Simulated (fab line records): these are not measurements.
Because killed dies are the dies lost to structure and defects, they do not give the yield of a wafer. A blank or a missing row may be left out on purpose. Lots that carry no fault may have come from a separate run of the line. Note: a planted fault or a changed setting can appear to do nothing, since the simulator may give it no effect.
fab line records	flow sky130
[record] lots = 5	wafers = 23
route steps=708 shown LI_CONTACT@377 LOCAL_INTERCONNECT@393 CONTACT@429 METAL1@437 VIA1@458 VIA2@507 METAL3@536
start-h: the number of hours between the record's first day and the start of the first shown wafer of the lot	wait-h: hours elapsed since this lot's preceding step	" same as the row above	L1.1+2: a row that stands for several wafers	- no value present, or no start provided	* or withheld: withheld	< > ~ a bound
route shown NAME@n: names a module that has steps shown in the file, with the first one's number in the route	usual: average and standard deviation across the fault-free wafers	same: alike in all rows	chamber/n: place in a boat	sites: per-site readings	_std_site: standard deviation across them	_edge_site: the outer-site mean with the inner-site mean subtracted	radius-mm: how far each site lies from the wafer's centre	mask NAME#n: copy n	behind: the tool/chamber that last shaped the wafer	hold: cause of the lot's hold/its duration in hours/its outcome	device: the n, p or np transistor that did not switch	end of line: at the end of the route, the tests of the same wafers	step lacking rows: just its recipe	killed: dies that structure and defects cost at the first sort, which is not the same as the wafer's yield	map: a wafer's dies, marking killed ones x, the rest . and places with no die _
set.NAME: the run value of the setting; set.NAME@STEP: its run value at that earlier step	model.NAME: the simulator's own value behind a step, which no gauge read
lots where settings were altered on purpose, with a table for each step and a row for each wafer
[[steps]]
[step SKY_LI_CONTACT_ETCH_15]
[recipe] target = PSG	chemistry = C4F8/O2/Ar	stop-on = Si	taper-deg = 4.15	mask-material = KrF-thick	source-w = 1500	bias-w = 1200	pressure-mtorr = 40	c4f8-flow-sccm = withheld	O2_flow_sccm = 6	Ar_flow_sccm = 300	time-s = withheld	target-depth-a = 6000
[usual] oes-product-au = 0.837/0.004
lot.wafer	tool	chamber	start-h	wait-h	set.bias-w	set.leave-above-ref-nm@LI_CONTACT_CMP_02	oes-product-au	model.LI_CONTACT.feature-depth-nm
L077.1	rie-diel-03	3	712.16	0.0	1059	597.2	0.838	597.3
L077.2	"	1	"	"	1059	630.2	0.863	631.3
L077.3	"	0	"	"	1059	630.2	0.860	628.3
L077.4	"	2	"	"	1200	630.2	0.861	630.3
L077.5	"	3	"	"	1200	597.2	0.841	597.8
L074.1	rie-diel-01	1	713.11	0.0	1200	597.2	0.832	595.9
L074.2	"	2	"	"	1200	568.4	0.808	568.4
L074.3	"	0	"	"	1200	597.2	0.836	597.4
L074.5	"	1	"	"	1200	597.2	0.837	596.1
L074.6	"	0	"	"	1200	568.4	0.819	566.8
L079.2	rie-diel-04	3	718.28	0.0	1200	583.8	0.831	582.8
L079.3	"	0	"	"	1083	597.2	0.839	597.7
L079.4	"	2	"	"	1083	597.2	0.837	597.3
L079.5	"	3	"	"	1083	583.8	0.830	584.4
L079.6	"	2	"	"	1200	583.8	0.824	583.5
L080.1	rie-diel-01	2	723.88	0.0	1200	597.2	0.841	596.5
L080.2	"	3	"	"	1098	597.2	0.839	595.8
L080.3	"	1	"	"	1098	597.2	0.838	595.2
L080.4	"	3	"	"	1200	597.2	0.834	594.8
L080.5	"	1	"	"	1098	597.2	0.839	596.7
L082.4	rie-diel-01	3	735.13	0.0	1200	597.2	0.839	598.6
L082.5	"	3	"	"	1200	597.2	0.836	598.1
L082.6	"	2	"	"	1200	597.2	0.834	596.8
[step SKY_LOCAL_INTERCONNECT_COAT_06]
[recipe] resist = KrF-thick	spin-rpm = 3000	resist-thk-nm = 450
lot.wafer	tool	chamber	start-h	wait-h	set.spin-rpm	model.KrF-thick_of_LOCAL_INTERCONNECT_COAT_06.thk-nm
L077.1	litho-track-01	0	-	-	3183	435.8
L077.2	"	0	"	"	3000	448
L077.3	"	0	"	"	3183	436.3
L077.4	"	0	"	"	3000	449.2
L077.5	"	0	"	"	3183	434.8
L074.1	litho-track-01	0	-	-	3000	449.5
L074.2	"	0	"	"	3149	438.4
L074.3+6	"	0	"	"	3000	449
L074.5	"	0	"	"	3149	438.5
L079.2+5	litho-track-01	0	-	-	2804	464.9
L079.3	"	0	"	"	3000	449.4
L079.4	"	0	"	"	3000	450.3
L079.6	"	0	"	"	3000	449
L080.1	litho-track-04	0	-	-	3000	450.5
L080.2	"	0	"	"	3000	451
L080.3	"	0	"	"	3000	450.6
L080.4+5	"	0	"	"	3000	451.1
L082.4	litho-track-01	0	-	-	3000	449.1
L082.5	"	0	"	"	3000	448.5
L082.6	"	0	"	"	3000	449.9
[step SKY_LOCAL_INTERCONNECT_DEVELOP_10]
[recipe] develop-time-s = 60	resist = KrF-thick	dev-temp-c = 21
lot.wafer	tool	chamber	start-h	wait-h	set.develop-time-s
L077.1+4	litho-track-04	0	-	-	60
L077.2+3+5	"	0	"	"	66.47
L074.1+5	litho-track-01	0	-	-	52.23
L074.2+3+6	"	0	"	"	60
L079.2+4+5	litho-track-03	0	-	-	60
L079.3+6	"	0	"	"	63.18
L080.1+2+4	litho-track-01	0	-	-	52.79
L080.3+5	"	0	"	"	60
L082.4+5+6	litho-track-04	0	-	-	60
[step SKY_LOCAL_INTERCONNECT_ETCH_13]
[recipe] chemistry = N2/H2	target = BARC	ion-energy-ev = 200	bias-w = 100	pressure-mtorr = 30	n2-flow-sccm = 100	h2-flow-sccm = 200	icp-w = 500	stop-on = SiO2	time-s = 45.9	target-depth-a = 600
[step SKY_LOCAL_INTERCONNECT_METAL_ETCH_14]
[recipe] target-depth-nm = 110	stop-on = PSG	chemistry = Cl2/BCl3	target = TiN	resist-sidewall-deg = 88	pressure-mtorr = 10	icp-w = 900	bias-w = 48.5	Cl2_flow_sccm = 60	bcl3-flow-sccm = 30	time-s = 31.4
[step SKY_LOCAL_INTERCONNECT_STRIP_15]
[recipe] chemistry = O2/N2	power-w = 1400	pressure-mtorr = 1500	platen-temp-c = withheld	o2-flow-sccm = 3000	n2-flow-sccm = 300	overash-fraction = 0.5
[usual] strip-time-to-endpoint-s = 4.718/0.022
lot.wafer	tool	chamber	start-h	wait-h	set.spin-rpm@LOCAL_INTERCONNECT_COAT_06	strip-time-to-endpoint-s
L077.1	plasma-asher-01	0	740.15	0.0	3183	4.568
L077.2	"	1	"	"	3000	4.728
L077.3	"	0	"	"	3183	4.586
L077.4	"	1	"	"	3000	4.718
L077.5	"	1	"	"	3183	4.581
L074.1	plasma-asher-01	0	741.45	0.0	3000	4.697
L074.2	"	1	"	"	3149	4.586
L074.3	"	1	"	"	3000	4.683
L074.5	"	1	"	"	3149	4.568
L074.6	"	0	"	"	3000	4.681
L079.2	plasma-asher-01	1	746.27	0.1	2804	4.874
L079.3	"	1	"	"	3000	4.710
L079.4	"	0	"	"	3000	4.718
L079.5	"	1	"	"	2804	4.866
L079.6	"	0	"	"	3000	4.697
L080.1	plasma-asher-01	1	752.75	0.0	3000	4.717
L080.2	"	0	"	"	3000	4.690
L080.3	"	0	"	"	3000	4.683
L080.4	"	1	"	"	3000	4.726
L080.5	"	1	"	"	3000	4.699
L082.4	plasma-asher-01	1	764.18	0.1	3000	4.750
L082.5	"	0	"	"	3000	4.702
L082.6	"	1	"	"	3000	4.762
[step SKY_CONTACT_SPUTTER_23]
[recipe] material = TiN	target-thk-nm = 20	chamber-pressure-pa = 5	power-w = 4000	time-s = 80
lot.wafer	tool	chamber	start-h	wait-h	set.chamber-pressure-pa	model.TiN_of_CONTACT_SPUTTER_23.thk-nm
L077.1	pvd-sputter-03	-	769.58	0.0	5.594	17.79
L077.2	"	-	"	"	5.594	17.82
L077.3	"	-	"	"	5.594	17.69
L077.4	"	-	"	"	5.594	17.41
L077.5	"	-	"	"	5.594	17.42
L074.1	pvd-sputter-01	-	770.50	0.0	5	19.11
L074.2	"	-	"	"	5	20.09
L074.3	"	-	"	"	5	19.73
L074.5	"	-	"	"	5	19.25
L074.6	"	-	"	"	5	19.89
L079.2	pvd-sputter-01	-	775.95	0.0	4.693	20.41
L079.3	"	-	"	"	4.693	20.95
L079.4	"	-	"	"	4.693	21.13
L079.5	"	-	"	"	4.693	20.45
L079.6	"	-	"	"	4.693	21.17
L080.1	pvd-sputter-01	-	781.48	0.0	5	19.29
L080.2	"	-	"	"	5	20.08
L080.3	"	-	"	"	5	19.79
L080.4	"	-	"	"	5	20.04
L080.5	"	-	"	"	5	19.96
L082.4	pvd-sputter-03	-	793.47	0.0	5	20.36
L082.5	"	-	"	"	5	20.38
L082.6	"	-	"	"	5	20.04
[step SKY_METAL1_SPUTTER_03]
[recipe] material = Ti	target-thk-nm = 5	power-w = 3000	time-s = 3.3	chamber-pressure-pa = 0.4
lot.wafer	tool	chamber	start-h	wait-h	set.power-w	model.Ti_of_METAL1_SPUTTER_03.thk-nm
L077.1+5	pvd-sputter-04	-	770.31	0.0	2860	4.875
L077.2	"	-	"	"	2860	4.771
L077.3	"	-	"	"	3000	5.011
L077.4	"	-	"	"	3000	5.182
L074.1	pvd-sputter-03	-	771.22	0.0	2837	4.696
L074.2	"	-	"	"	3000	4.929
L074.3	"	-	"	"	3000	5.14
L074.5	"	-	"	"	2837	4.793
L074.6	"	-	"	"	2837	4.784
L079.2	pvd-sputter-02	-	776.67	0.0	3000	4.86
L079.3	"	-	"	"	2837	4.614
L079.4	"	-	"	"	3000	4.846
L079.5	"	-	"	"	2837	4.529
L079.6	"	-	"	"	2837	4.616
L080.1	pvd-sputter-04	-	782.38	0.0	3276	5.313
L080.2	"	-	"	"	3276	5.405
L080.3	"	-	"	"	3000	4.938
L080.4	"	-	"	"	3000	5.127
L080.5	"	-	"	"	3276	5.468
L082.4	pvd-sputter-04	-	794.19	0.0	3000	5.01
L082.5	"	-	"	"	3000	5.033
L082.6	"	-	"	"	3000	4.995
[step SKY_VIA1_HDPCVD_00]
[recipe] material = SiO2	target-thk-nm = 1030	sigma-open-frac = 0.3	time-s = 171.7	temp-c = 400	sih4-flow-sccm = 60	pressure-mtorr = 6
lot.wafer	tool	chamber	start-h	wait-h	set.sih4-flow-sccm	model.SiO2_of_VIA1_HDPCVD_00.thk-nm
L077.1	hdpcvd-02	0	797.66	0.0	64.95	1108
L077.2	"	2	"	"	60	1020
L077.3	"	1	"	"	60	1025
L077.4	"	1	"	"	60	1028
L077.5	"	2	"	"	64.95	1105
L074.1	hdpcvd-01	1	797.92	0.0	51.67	893.1
L074.2	"	0	"	"	51.67	882.4
L074.3	"	0	"	"	60	1020
L074.5	"	1	"	"	51.67	889.4
L074.6	"	0	"	"	60	1027
L079.2	hdpcvd-02	1	804.41	0.0	60	1012
L079.3	"	0	"	"	65.15	1095
L079.4	"	0	"	"	60	1009
L079.5	"	2	"	"	65.15	1116
L079.6	"	1	"	"	60	1015
L080.1	hdpcvd-01	1	809.68	0.0	60	1037
L080.2	"	0	"	"	60	1019
L080.3	"	2	"	"	68	1156
L080.4	"	1	"	"	68	1197
L080.5	"	0	"	"	68	1165
L082.4	hdpcvd-02	1	821.61	0.1	60	1015
L082.5	"	2	"	"	60	1027
L082.6	"	0	"	"	60	1019
[step SKY_VIA1_THK_MEAS_01]
[recipe] reads = SiO2_of_VIA1_HDPCVD_00
[usual] VIA1_HDPCVD_THK = 1024/12
lot.wafer	tool	chamber	start-h	wait-h	set.sih4-flow-sccm@VIA1_HDPCVD_00	VIA1_HDPCVD_THK[nm]
L077.1	film-metro-02	-	797.77	0.1	64.95	1107
L077.2	"	-	"	"	60	1020
L077.3	"	-	"	"	60	1025
L077.4	"	-	"	"	60	1028
L077.5	"	-	"	"	64.95	1104
L074.1	film-metro-03	-	798.11	0.1	51.67	893
L074.2	"	-	"	"	51.67	882
L074.3	"	-	"	"	60	1020
L074.5	"	-	"	"	51.67	890
L074.6	"	-	"	"	60	1027
L079.2	film-metro-02	-	804.54	0.1	60	1012
L079.3	"	-	"	"	65.15	1096
L079.4	"	-	"	"	60	1010
L079.5	"	-	"	"	65.15	1116
L079.6	"	-	"	"	60	1016
L080.1	film-metro-02	-	809.79	0.1	60	1036
L080.2	"	-	"	"	60	1018
L080.3	"	-	"	"	68	1156
L080.4	"	-	"	"	68	1198
L080.5	"	-	"	"	68	1165
L082.4	film-metro-02	-	821.70	0.0	60	1015
L082.5	"	-	"	"	60	1027
L082.6	"	-	"	"	60	1018
[step SKY_VIA1_CVD_21]
[recipe] material = W	target-thk-nm = 270	time-s = 80.902	temp-c = 400	pressure-torr = 40
lot.wafer	tool	chamber	start-h	wait-h	set.pressure-torr	model.W_of_VIA1_CVD_21.thk-nm
L077.1	cvd-w-01	0	824.93	0.0	42.4	275.5
L077.2	"	1	"	"	42.4	280.9
L077.3	"	1	"	"	42.4	280.6
L077.4	"	0	"	"	42.4	279.2
L077.5	"	0	"	"	42.4	281.1
L074.1	cvd-w-02	0	825.43	0.0	43.35	282.4
L074.2	"	1	"	"	43.35	281.7
L074.3	"	0	"	"	43.35	282.5
L074.5	"	1	"	"	43.35	282.3
L074.6	"	0	"	"	43.35	285.9
L079.2	cvd-w-01	0	831.73	0.0	45.97	291.4
L079.3	"	0	"	"	45.97	291.5
L079.4	"	1	"	"	45.97	296.2
L079.5	"	0	"	"	45.97	290.7
L079.6	"	1	"	"	45.97	293.4
L080.1	cvd-w-02	0	836.41	0.0	40	272.4
L080.2	"	1	"	"	40	272.1
L080.3	"	0	"	"	40	272.3
L080.4	"	1	"	"	40	266
L080.5	"	1	"	"	40	269
L082.4	cvd-w-01	1	849.69	0.1	40	274.5
L082.5	"	0	"	"	40	271
L082.6	"	1	"	"	40	274.2
[step SKY_VIA1_RS_MEAS_22]
[recipe] thk-meas-gauge = four-point-probe	reads = W_of_VIA1_CVD_21+TiN_of_VIA1_SPUTTER_20
[usual] VIA1_W_RS = 0.423/0.0035
lot.wafer	tool	chamber	start-h	wait-h	set.pressure-torr@VIA1_CVD_21	VIA1_W_RS[ohm/sq]
L077.1	film-metro-03	-	825.02	0.1	42.4	0.417
L077.2	"	-	"	"	42.4	0.409
L077.3	"	-	"	"	42.4	0.410
L077.4	"	-	"	"	42.4	0.412
L077.5	"	-	"	"	42.4	0.409
L074.1	film-metro-04	-	825.53	0.1	43.35	0.408
L074.2	"	-	"	"	43.35	0.408
L074.3	"	-	"	"	43.35	0.407
L074.5	"	-	"	"	43.35	0.409
L074.6	"	-	"	"	43.35	0.403
L079.2	film-metro-03	-	831.84	0.1	45.97	0.394
L079.3	"	-	"	"	45.97	0.394
L079.4	"	-	"	"	45.97	0.388
L079.5	"	-	"	"	45.97	0.395
L079.6	"	-	"	"	45.97	0.392
L080.1	film-metro-03	-	836.50	0.1	40	0.422
L080.2	"	-	"	"	40	0.423
L080.3	"	-	"	"	40	0.423
L080.4	"	-	"	"	40	0.434
L080.5	"	-	"	"	40	0.428
L082.4	film-metro-03	-	849.81	0.1	40	0.419
L082.5	"	-	"	"	40	0.426
L082.6	"	-	"	"	40	0.419
[step SKY_VIA1_THK_MEAS_23]
[recipe] thk-meas-gauge = xrf	reads = W_of_VIA1_CVD_21
[usual] VIA1_W_THK = 272.2/2.1
lot.wafer	tool	chamber	start-h	wait-h	set.pressure-torr@VIA1_CVD_21	VIA1_W_THK[nm]
L077.1	film-metro-03	-	825.14	0.1	42.4	275.7
L077.2	"	-	"	"	42.4	281.0
L077.3	"	-	"	"	42.4	280.1
L077.4	"	-	"	"	42.4	278.4
L077.5	"	-	"	"	42.4	280.1
L074.1	film-metro-04	-	825.65	0.1	43.35	282.8
L074.2	"	-	"	"	43.35	282.5
L074.3	"	-	"	"	43.35	282.9
L074.5	"	-	"	"	43.35	281.4
L074.6	"	-	"	"	43.35	286.8
L079.2	film-metro-03	-	831.95	0.1	45.97	289.6
L079.3	"	-	"	"	45.97	290.0
L079.4	"	-	"	"	45.97	295.5
L079.5	"	-	"	"	45.97	289.9
L079.6	"	-	"	"	45.97	291.4
L080.1	film-metro-03	-	836.62	0.1	40	272.2
L080.2	"	-	"	"	40	271.3
L080.3	"	-	"	"	40	270.1
L080.4	"	-	"	"	40	266.0
L080.5	"	-	"	"	40	269.6
L082.4	film-metro-03	-	849.90	0.1	40	274.7
L082.5	"	-	"	"	40	272.3
L082.6	"	-	"	"	40	274.3
[step SKY_VIA2_HDPCVD_00]
[recipe] material = SiO2	target-thk-nm = 1180	sigma-open-frac = 0.3	time-s = 196.7	temp-c = 400	sih4-flow-sccm = 60	pressure-mtorr = 6
lot.wafer	tool	chamber	start-h	wait-h	set.time-s
L077.1+2+4	hdpcvd-01	2,1,0	853.19	0.0	196.7
L077.3+5	"	0,2	"	"	173.1
L074.1+2+3+5+6	hdpcvd-02	1,0,2,2,0	853.22	0.0	196.7
L079.2+3+4+5+6	hdpcvd-02	2,0,0,1,2	860.02	0.0	196.7
L080.1+3+5	hdpcvd-02	1,0,1	864.69	0.0	196.7
L080.2+4	"	2	"	"	184.1
L082.4+5+6	hdpcvd-02	0,1,2	878.48	0.1	196.7
[step SKY_VIA2_THK_MEAS_01]
[recipe] reads = SiO2_of_VIA2_HDPCVD_00
[usual] VIA2_HDPCVD_THK = 1179/17
lot.wafer	tool	chamber	start-h	wait-h	set.time-s@VIA2_HDPCVD_00	VIA2_HDPCVD_THK[nm]
L077.1	film-metro-01	-	853.32	0.1	196.7	1205
L077.2	"	-	"	"	196.7	1191
L077.3	"	-	"	"	173.1	1032
L077.4	"	-	"	"	196.7	1175
L077.5	"	-	"	"	173.1	1059
L074.1	film-metro-03	-	853.35	0.1	196.7	1192
L074.2	"	-	"	"	196.7	1192
L074.3	"	-	"	"	196.7	1167
L074.5	"	-	"	"	196.7	1164
L074.6	"	-	"	"	196.7	1182
L079.2	film-metro-01	-	860.16	0.1	196.7	1173
L079.3	"	-	"	"	196.7	1169
L079.4	"	-	"	"	196.7	1170
L079.5	"	-	"	"	196.7	1185
L079.6	"	-	"	"	196.7	1142
L080.1	film-metro-03	-	864.82	0.1	196.7	1176
L080.2	"	-	"	"	184.1	1082
L080.3	"	-	"	"	196.7	1188
L080.4	"	-	"	"	184.1	1064
L080.5	"	-	"	"	196.7	1183
L082.4	film-metro-01	-	878.58	0.0	196.7	1180
L082.5	"	-	"	"	196.7	1193
L082.6	"	-	"	"	196.7	1159
[step SKY_METAL3_SPUTTER_04]
[recipe] material = TiN	target-thk-nm = 70	power-w = 6500	time-s = 58.3	chamber-pressure-pa = 0.4
lot.wafer	tool	chamber	start-h	wait-h	set.power-w	model.TiN_of_METAL3_SPUTTER_04.thk-nm
L077.1	pvd-sputter-02	-	882.05	0.0	5725	61.59
L077.2	"	-	"	"	6500	69.67
L077.3	"	-	"	"	5725	61.49
L077.4	"	-	"	"	6500	70.42
L077.5	"	-	"	"	5725	61.04
L074.1	pvd-sputter-02	-	882.58	0.0	6500	71.19
L074.2	"	-	"	"	6500	69.78
L074.3	"	-	"	"	7246	78.02
L074.5	"	-	"	"	7246	78.08
L074.6	"	-	"	"	6500	70.94
L079.2	pvd-sputter-03	-	888.61	0.0	6500	70.05
L079.3	"	-	"	"	6500	69.32
L079.4	"	-	"	"	6295	66.35
L079.5	"	-	"	"	6500	69.58
L079.6	"	-	"	"	6295	68.11
L080.1	pvd-sputter-03	-	892.92	0.0	6500	68.71
L080.2	"	-	"	"	6500	70.4
L080.3	"	-	"	"	6111	66.03
L080.4	"	-	"	"	6111	65.27
L080.5	"	-	"	"	6500	69.77
L082.4	pvd-sputter-03	-	905.33	0.0	6500	69.69
L082.5	"	-	"	"	6500	69.72
L082.6	"	-	"	"	6500	68.71
[[key]]
[split] step = SKY_LI_CONTACT_ETCH_15	setting = bias-w	stated = 1200	by = wafer
response none clear
[split] step = SKY_LOCAL_INTERCONNECT_COAT_06	setting = spin-rpm	stated = 3000	by = wafer
[response] step = SKY_LOCAL_INTERCONNECT_COAT_06	reading = model.KrF-thick_of_LOCAL_INTERCONNECT_COAT_06.thk-nm	change = -2.22	per = 1%	r = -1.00
[response] step = SKY_LOCAL_INTERCONNECT_STRIP_15	reading = strip-time-to-endpoint-s	change = *	per = 1%	r = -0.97
[split] step = SKY_LOCAL_INTERCONNECT_DEVELOP_10	setting = develop-time-s	stated = 60	by = wafer
response none clear
[split] step = SKY_CONTACT_SPUTTER_23	setting = chamber-pressure-pa	stated = 5	by = lot
[response] step = SKY_CONTACT_SPUTTER_23	reading = model.TiN_of_CONTACT_SPUTTER_23.thk-nm	change = -0.179	per = 1%	r = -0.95
[split] step = SKY_METAL1_SPUTTER_03	setting = power-w	stated = 3000	by = wafer
[response] step = SKY_METAL1_SPUTTER_03	reading = model.Ti_of_METAL1_SPUTTER_03.thk-nm	change = +0.0453	per = 1%	r = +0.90
[split] step = SKY_VIA1_HDPCVD_00	setting = sih4-flow-sccm	stated = 60	by = wafer
[response] step = SKY_VIA1_HDPCVD_00	reading = model.SiO2_of_VIA1_HDPCVD_00.thk-nm	change = +10.3	per = 1%	r = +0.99
[response] step = SKY_VIA1_THK_MEAS_01	reading = VIA1_HDPCVD_THK	change = +10.3	per = 1%	r = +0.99
[split] step = SKY_VIA1_CVD_21	setting = pressure-torr	stated = 40	by = lot
[response] step = SKY_VIA1_CVD_21	reading = model.W_of_VIA1_CVD_21.thk-nm	change = +1.41	per = 1%	r = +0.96
[response] step = SKY_VIA1_RS_MEAS_22	reading = VIA1_W_RS	change = -0.00211	per = 1%	r = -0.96
[response] step = SKY_VIA1_THK_MEAS_23	reading = VIA1_W_THK	change = +1.35	per = 1%	r = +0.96
[split] step = SKY_VIA2_HDPCVD_00	setting = time-s	stated = 196.7	by = wafer
[response] step = SKY_VIA2_THK_MEAS_01	reading = VIA2_HDPCVD_THK	change = +13.2	per = 1%	r = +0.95
[split] step = SKY_METAL3_SPUTTER_04	setting = power-w	stated = 6500	by = wafer
[response] step = SKY_METAL3_SPUTTER_04	reading = model.TiN_of_METAL3_SPUTTER_04.thk-nm	change = +0.688	per = 1%	r = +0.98
split outside-this-file step=SKY_LI_CONTACT_CMP_02 setting=leave-above-ref-nm
// split outside-this-file: this setting was split too, and the file shows its column; the key of that split is in another file
